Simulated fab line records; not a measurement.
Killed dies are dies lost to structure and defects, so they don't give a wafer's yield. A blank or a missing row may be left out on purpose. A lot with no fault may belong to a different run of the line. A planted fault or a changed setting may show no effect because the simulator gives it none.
fab line records | flow gf180mcu
record lots=15 wafers=45 lastDay=34
route steps=602 shown STI@1 DNWELL@34 NWELL@53 LVPWELL@65 MVSD@77 MVPSD@85
lots untouched by any fault: they come from a run of this same line in which no faults occurred
startH: hours from the record's first day to the start of the lot's first wafer shown | waitH: how many hours have passed since the lot's step before this one | " repeats the value in the row above | L1.1+2: a row that stands for several wafers | - no value present, or no start provided | * or withheld: withheld | < > ~ a bound
route shown NAME@n: names a module that has steps shown in the file, with the first one's number in the route | usual: the fault-free wafers' mean and standard deviation | same: alike in all rows | chamber/n: place in a boat | sites: the reading at each site | _std_site: standard deviation across them | _edge_site: inner sites' mean taken away from outer sites' mean | radiusMm: for every site, how far away it sits from the centre of the wafer | mask NAME#n: copy n | behind: tool/chamber where the wafer was last shaped | hold: why the lot went on hold/how many hours it stayed there/how the hold came to an end | device: which transistor (n, p or np) failed to switch | end of line: at the end of the route, the tests of the same wafers | for a step that has no rows: nothing shown but its recipe | killed: count of dies lost to structure and defects at first sort (not the wafer's yield) | map: shows each die of a wafer: x if killed, . if not, _ if none is there
set.NAME: the run value of the setting; set.NAME@STEP: its run value at that earlier step | model.NAME: the simulator's own value behind a step, which no gauge read
the route's steps for a sample of lots (tables are steps, rows are wafers)
services: a tool's chamber out of use, with start hour (startH, from the record's first day; less than 0 if before it), hours out, and reason
## steps
# step GF_STI_BOW_MEAS_00
# recipe mode=bow
# usual INCOMING_BOW=0/6.2
# columns lot.wafer tool chamber startH waitH INCOMING_BOW[um]
L609.1 filmMetro-01 - 10.00 - -4
L609.3 " - " " 8
L609.5 " - " " 2
L611.1 filmMetro-04 - 20.00 - 6
L611.5 " - " " -3
L611.6 " - " " -1
L612.1 filmMetro-01 - 25.00 - 7
L612.3 " - " " -20
L612.4 " - " " 6
L614.1 filmMetro-02 - 35.00 - -5
L614.3 " - " " -6
L614.4 " - " " 5
L617.1 filmMetro-01 - 50.00 - 1
L617.2 " - " " 1
L617.4 " - " " -4
L618.3 filmMetro-04 - 55.04 - 4
L618.4 " - " " -14
L618.6 " - " " 0
L619.2 filmMetro-01 - 60.02 - 9
L619.4 " - " " 13
L619.5 " - " " -3
L623.1 filmMetro-04 - 80.00 - -9
L623.2 " - " " 5
L623.4 " - " " -9
L624.3 filmMetro-02 - 85.04 - -1
L624.4 " - " " 6
L624.6 " - " " 1
L626.1 filmMetro-01 - 95.00 - 5
L626.5 " - " " 6
L626.6 " - " " -11
L627.1 filmMetro-04 - 100.00 - 0
L627.2 " - " " 1
L627.3 " - " " -15
L628.2 filmMetro-01 - 105.02 - 0
L628.3 " - " " 4
L628.6 " - " " 6
L630.3 filmMetro-04 - 115.04 - 5
L630.4 " - " " 14
L630.6 " - " " -5
L631.3 filmMetro-01 - 120.04 - -6
L631.4 " - " " -3
L631.5 " - " " 1
L632.1 filmMetro-01 - 125.00 - 1
L632.5 " - " " 4
L632.6 " - " " 2
# step GF_DNWELL_COAT_02
# recipe spinRpm=2000 resistThkNm=3000
# usual chillPlateTempC=23.01/0.091 dispensePressureKPa=52/5.2 exhaustPa=45.2/0.87
# columns lot.wafer tool chamber startH waitH chillPlateTempC dispensePressureKPa exhaustPa
L609.1 lithoTrack-02 0 38.31 0.1 23.00 59 44.7
L609.3 " 0 " " 22.93 59 43.7
L609.5 " 0 " " 23.18 59 44.0
L611.1 lithoTrack-03 0 45.03 0.1 22.96 48 44.4
L611.5 " 0 " " 23.10 48 45.0
L611.6 " 0 " " 23.07 48 43.8
L612.1 lithoTrack-02 0 51.61 0.1 23.01 59 44.0
L612.3 " 0 " " 22.94 59 44.5
L612.4 " 0 " " 23.14 59 45.6
L614.1 lithoTrack-03 0 62.13 0.1 23.06 48 46.8
L614.3 " 0 " " 22.92 48 44.7
L614.4 " 0 " " 23.05 48 46.6
L617.1 lithoTrack-03 - 77.18 0.1 - - -
L617.2 " - " " - - -
L617.4 " - " " - - -
L618.3 lithoTrack-02 - 83.81 0.1 - - -
L618.4 " - " " - - -
L618.6 " - " " - - -
L619.2 lithoTrack-04 - 87.10 0.1 - - -
L619.4 " - " " - - -
L619.5 " - " " - - -
L623.1 lithoTrack-03 0 110.88 0.1 22.84 48 44.7
L623.2 " 0 " " 23.15 48 43.9
L623.4 " 0 " " 22.91 48 44.7
L624.3 lithoTrack-03 0 115.78 0.1 22.91 48 44.9
L624.4 " 0 " " 23.05 48 44.8
L624.6 " 0 " " 23.01 48 45.1
L626.1 lithoTrack-02 0 124.40 0.1 22.89 59 45.5
L626.5 " 0 " " 23.01 59 44.3
L626.6 " 0 " " 22.97 59 44.8
L627.1 lithoTrack-02 0 130.10 0.1 23.03 59 45.8
L627.2 " 0 " " 23.27 59 47.0
L627.3 " 0 " " 23.05 59 45.5
L628.2 lithoTrack-02 0 136.88 0.1 22.93 59 47.0
L628.3 " 0 " " 22.84 59 45.7
L628.6 " 0 " " 23.11 59 45.9
L630.3 lithoTrack-02 0 147.25 0.1 22.95 59 44.2
L630.4 " 0 " " 23.02 59 44.4
L630.6 " 0 " " 23.03 59 45.2
L631.3 lithoTrack-04 0 151.93 0.1 22.99 48 46.4
L631.4 " 0 " " 23.06 48 45.8
L631.5 " 0 " " 23.00 48 44.5
L632.1 lithoTrack-03 0 156.72 0.1 22.94 48 45.1
L632.5 " 0 " " 23.30 48 44.1
L632.6 " 0 " " 23.01 48 46.6
# step GF_NWELL_TW_MEAS_11
# usual NWELL_TW=1580/17
# columns lot.wafer tool chamber startH waitH NWELL_TW
L609.1 filmMetro-04 - 58.04 0.1 1567
L609.3 " - " " 1563
L609.5 " - " " 1574
L611.1 filmMetro-04 - 65.42 0.1 1566
L611.5 " - " " 1568
L611.6 " - " " 1567
L612.1 filmMetro-04 - 71.99 0.1 1572
L612.3 " - " " 1573
L612.4 " - " " 1571
L614.1 filmMetro-02 - 82.50 0.1 1613
L614.3 " - " " 1605
L614.4 " - " " 1606
L617.1 filmMetro-02 - 98.65 0.1 1882
L617.2 " - " " 1883
L617.4 " - " " 1873
L618.3 filmMetro-03 - 105.16 0.1 1825
L618.4 " - " " 1834
L618.6 " - " " 1841
L619.2 filmMetro-02 - 108.96 0.1 1886
L619.4 " - " " 1879
L619.5 " - " " 1885
L623.1 filmMetro-04 - 133.59 0.1 1571
L623.2 " - " " 1571
L623.4 " - " " 1578
L624.3 filmMetro-03 - 139.17 0.1 1561
L624.4 " - " " 1562
L624.6 " - " " 1568
L626.1 filmMetro-02 - 149.16 0.1 1601
L626.5 " - " " 1604
L626.6 " - " " 1601
L627.1 filmMetro-04 - 153.99 0.1 1577
L627.2 " - " " 1581
L627.3 " - " " 1586
L628.2 filmMetro-04 - 161.22 0.1 1586
L628.3 " - " " 1584
L628.6 " - " " 1587
L630.3 filmMetro-03 - 171.57 0.1 1567
L630.4 " - " " 1571
L630.6 " - " " 1569
L631.3 filmMetro-02 - 176.81 0.1 1605
L631.4 " - " " 1607
L631.5 " - " " 1604
L632.1 filmMetro-04 - 182.45 0.1 1567
L632.5 " - " " 1567
L632.6 " - " " 1570
# step GF_LVPWELL_TW_MEAS_11
# usual LVPWELL_TW=560/6.4
# columns lot.wafer tool chamber startH waitH LVPWELL_TW
L609.1 filmMetro-03 - 71.29 0.1 554
L609.3 " - " " 556
L609.5 " - " " 554
L611.1 filmMetro-03 - 79.44 0.1 556
L611.5 " - " " 557
L611.6 " - " " 558
L612.1 filmMetro-04 - 85.79 0.1 557
L612.3 " - " " 559
L612.4 " - " " 559
L614.1 filmMetro-02 - 96.59 0.1 572
L614.3 " - " " 571
L614.4 " - " " 572
L617.1 filmMetro-04 - 112.96 0.1 1375
L617.2 " - " " 1376
L617.4 " - " " 1365
L618.3 filmMetro-03 - 119.81 0.1 1377
L618.4 " - " " 1372
L618.6 " - " " 1374
L619.2 filmMetro-02 - 124.26 0.1 1393
L619.4 " - " " 1400
L619.5 " - " " 1408
L623.1 filmMetro-02 - 149.65 0.1 568
L623.2 " - " " 572
L623.4 " - " " 571
L624.3 filmMetro-03 - 155.33 0.1 555
L624.4 " - " " 554
L624.6 " - " " 557
L626.1 filmMetro-04 - 165.17 0.1 563
L626.5 " - " " 563
L626.6 " - " " 567
L627.1 filmMetro-03 - 169.99 0.1 554
L627.2 " - " " 551
L627.3 " - " " 551
L628.2 filmMetro-03 - 176.96 0.1 557
L628.3 " - " " 554
L628.6 " - " " 552
L630.3 filmMetro-03 - 188.57 0.1 552
L630.4 " - " " 552
L630.6 " - " " 552
L631.3 filmMetro-04 - 194.07 0.1 559
L631.4 " - " " 558
L631.5 " - " " 559
L632.1 filmMetro-02 - 199.16 0.1 574
L632.5 " - " " 571
L632.6 " - " " 569
# step GF_MVSD_TW_MEAS_11
# usual MVSD_TW=1591/18
# columns lot.wafer tool chamber startH waitH MVSD_TW
L609.1 filmMetro-04 - 85.40 0.1 1569
L609.3 " - " " 1568
L609.5 " - " " 1569
L611.1 filmMetro-03 - 93.50 0.1 1575
L611.5 " - " " 1577
L611.6 " - " " 1565
L612.1 filmMetro-02 - 100.46 0.1 1603
L612.3 " - " " 1601
L612.4 " - " " 1610
L614.1 filmMetro-03 - 110.96 0.1 1568
L614.3 " - " " 1575
L614.4 " - " " 1576
L617.1 filmMetro-04 - 128.96 0.1 1844
L617.2 " - " " 1838
L617.4 " - " " 1853
L618.3 filmMetro-04 - 135.03 0.1 1844
L618.4 " - " " 1851
L618.6 " - " " 1847
L619.2 filmMetro-04 - 139.97 0.1 1856
L619.4 " - " " 1828
L619.5 " - " " 1842
L623.1 filmMetro-04 - 166.11 0.1 1603
L623.2 " - " " 1594
L623.4 " - " " 1600
L624.3 filmMetro-03 - 171.38 0.1 1560
L624.4 " - " " 1560
L624.6 " - " " 1560
L626.1 filmMetro-02 - 181.36 0.1 1603
L626.5 " - " " 1603
L626.6 " - " " 1610
L627.1 filmMetro-02 - 186.76 0.1 1614
L627.2 " - " " 1605
L627.3 " - " " 1602
L628.2 filmMetro-03 - 194.37 0.1 1574
L628.3 " - " " 1574
L628.6 " - " " 1568
L630.3 filmMetro-03 - 205.78 0.1 1568
L630.4 " - " " 1568
L630.6 " - " " 1567
L631.3 filmMetro-02 - 211.37 0.1 1607
L631.4 " - " " 1608
L631.5 " - " " 1611
L632.1 filmMetro-03 - 216.60 0.1 1571
L632.5 " - " " 1580
L632.6 " - " " 1579
# step GF_MVPSD_OVL_MEAS_07
# usual MVPSD_OVL=-0.2/1.4
# columns lot.wafer tool chamber startH waitH MVPSD_OVL[nm]
L609.1 overlay-02 - 99.71 - 0.6
L609.3 " - " " 3.1
L609.5 " - " " 2.6
L611.1 overlay-02 - 107.51 - -1.2
L611.5 " - " " 1.1
L611.6 " - " " -0.2
L612.1 overlay-01 - 115.03 - 0.4
L612.3 " - " " -2.7
L612.4 " - " " -1.7
L614.1 overlay-02 - 125.88 - -0.9
L614.3 " - " " 1.2
L614.4 " - " " -1.2
L617.1 overlay-01 - 143.95 - -0.9
L617.2 " - " " -2.4
L617.4 " - " " -1.2
L618.3 overlay-02 - 150.34 - -0.5
L618.4 " - " " 0.7
L618.6 " - " " -0.1
L619.2 overlay-02 - 155.83 - -1.0
L619.4 " - " " -0.6
L619.5 " - " " -0.4
L623.1 overlay-02 - 182.18 - -1.1
L623.2 " - " " -0.7
L623.4 " - " " -0.2
L624.3 overlay-01 - 188.07 - 1.5
L624.4 " - " " 2.1
L624.6 " - " " 1.4
L626.1 overlay-01 - 198.08 - -0.6
L626.5 " - " " 0.5
L626.6 " - " " -1.2
L627.1 overlay-02 - 204.17 - 0.3
L627.2 " - " " 1.4
L627.3 " - " " -0.2
L628.2 overlay-02 - 211.43 - 0.5
L628.3 " - " " 0.8
L628.6 " - " " 1.1
L630.3 overlay-02 - 223.44 - -1.6
L630.4 " - " " -2.0
L630.6 " - " " -2.3
L631.3 overlay-01 - 228.99 - -0.4
L631.4 " - " " 0.8
L631.5 " - " " 0.0
L632.1 overlay-02 - 233.95 - 2.2
L632.5 " - " " 2.2
L632.6 " - " " 0.5
# step GF_VT_IMPLANT_RS_MEAS_49
# recipe thkMeasGauge=four-point-probe
# usual MVPSD_RS=1154.4/2.6
# columns lot.wafer tool chamber startH waitH MVPSD_RS[ohm/sq]
L609.1 filmMetro-02 - 161.57 0.1 1150.1
L609.3 " - " " 1152.2
L609.5 " - " " 1153.1
L611.1 filmMetro-04 - 170.03 0.1 1148.9
L611.5 " - " " 1148.6
L611.6 " - " " 1148.2
L612.1 filmMetro-04 - 177.83 0.1 1153.6
L612.3 " - " " 1154.0
L612.4 " - " " 1152.7
L614.1 filmMetro-04 - 190.72 0.1 1154.7
L614.3 " - " " 1156.5
L614.4 " - " " 1155.4
L617.1 filmMetro-04 - 211.11 0.1 1155.7
L617.2 " - " " 1149.6
L617.4 " - " " 1154.2
L618.3 filmMetro-02 - 219.06 0.1 1153.8
L618.4 " - " " 1152.8
L618.6 " - " " 1153.1
L619.2 filmMetro-02 - 223.88 0.1 1155.6
L619.4 " - " " 1151.4
L619.5 " - " " 1155.3
L623.1 filmMetro-03 - 254.06 0.1 1154.0
L623.2 " - " " 1156.0
L623.4 " - " " 1152.8
L624.3 filmMetro-02 - 260.45 0.1 1155.9
L624.4 " - " " 1158.6
L624.6 " - " " 1153.5
L626.1 filmMetro-02 - 270.66 0.1 1155.9
L626.5 " - " " 1155.6
L626.6 " - " " 1157.5
L627.1 filmMetro-04 - 278.46 0.1 1156.8
L627.2 " - " " 1156.8
L627.3 " - " " 1156.0
L628.2 filmMetro-02 - 288.79 0.1 1159.1
L628.3 " - " " 1156.9
L628.6 " - " " 1154.9
L630.3 filmMetro-02 - 300.40 0.1 1159.8
L630.4 " - " " 1157.2
L630.6 " - " " 1154.6
L631.3 filmMetro-02 - 308.51 0.1 1151.8
L631.4 " - " " 1154.5
L631.5 " - " " 1154.7
L632.1 filmMetro-02 - 311.96 0.1 1153.9
L632.5 " - " " 1158.6
L632.6 " - " " 1157.1
## services
# columns tool chamber startH hours kind
lithoTrack-02 - 21.03 - consumableReplace:filter
lithoTrack-02 - 143.18 - consumableReplace:filter
## key
firstSign step=GF_DNWELL_COAT_02 reading=toolRecord direction=missing
effect step=GF_NWELL_TW_MEAS_11 reading=NWELL_TW direction=up sigmas=17 usual=1580 struck=1865
effect step=GF_LVPWELL_TW_MEAS_11 reading=LVPWELL_TW direction=up sigmas=99+ usual=560 struck=1382
effect step=GF_MVSD_TW_MEAS_11 reading=MVSD_TW direction=up sigmas=14 usual=1591 struck=1845
metAt GF_DNWELL_COAT_02
struckLots L617,L618,L619
sortLeftOut L617.1,L617.2,L617.4,L618.3,L618.4,L618.6,L619.2,L619.4,L619.5
testerLeftOut L617,L618,L619
notActingAt GF_STI_BOW_MEAS_00,GF_MVPSD_OVL_MEAS_07,GF_VT_IMPLANT_RS_MEAS_49
onsetBetween 62.13 77.18
fault kind=skippedStepWhole tool=lithoTrack-02,lithoTrack-03,lithoTrack-04 chamber=- onsetH=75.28 steps=GF_DNWELL_COAT_02 scope=struckLotsOnly
# testerLeftOut: of these lots the tester's yield and bins aren't shown, on N5 and GAA mostly nor the transistor test; their killed dies are dies lost to structure and defects alone, not to doping, threshold or leakage, so they don't give the yield
# sortLeftOut: the simulated sort isn't trusted on such a fault, so these wafers' sort isn't shown, and their yield isn't known
